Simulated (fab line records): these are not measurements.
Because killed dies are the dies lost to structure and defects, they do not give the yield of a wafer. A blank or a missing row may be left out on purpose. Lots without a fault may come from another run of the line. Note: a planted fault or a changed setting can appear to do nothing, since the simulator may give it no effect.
Which of the tools did it? -- flow gf180mcu -- at 1 step of a route of 602, 12 lots with 36 wafers sampled

## WHAT THE GAUGES READ, wafer by wafer
GF_M3_CD_MEAS_14 targets a cd of 280 nm.
lot,measured,on,cdNm (nm)
L075,day 21 15:37,cdSem-01,280.1 280.8 280.4
L077,day 22 14:05,cdSem-02,278.4 279.5 278.4
L079,day 23 07:49,cdSem-02,279.5 281.0 280.3
L081,day 23 20:54,cdSem-02,281.6 281.0 280.2
L083,day 24 11:26,cdSem-01,278.4 278.6 280.3
L085,day 25 02:53,cdSem-01,281.7 280.9 281.5
L087,day 26 00:37,cdSem-01,280.9 279.5 280.6
L089,day 26 20:21,cdSem-01,280.8 279.4 279.7
L091,day 27 05:00,cdSem-01,279.4 279.1 279.0
L093,day 28 01:22,cdSem-02,280.4 279.7 279.6
L096,day 28 16:26,cdSem-02,278.9 278.3 279.0
L097,day 28 19:07,cdSem-02,277.3 277.7 276.6

## WHAT TOOL EACH LOT RAN ON (gives the tool, then ch and the chambers of the sampled wafers, and finally the start)
The record shows no process step preceding these readings.

## THE ANSWER, worked out from the rows above alone
Rule: usual is defined by the lots themselves. Put in order of their means at a reading, lots are off if they are a third of the lots or fewer, leave a main group of 4 or more, and stand apart from it by a gap of 3 or more times the standard deviation of the main group's means; of several such gaps the widest counts. Not used: any main group whose means are identical at the precision the tables above print for the reading. A lot without any number at a reading at which 4 lots or more have one is off too. All remaining lots with rows at the step are treated as sound.
None of the lots is off at any reading shown; this tells nothing.

## WHAT THE SIMULATOR HAD PUT IN
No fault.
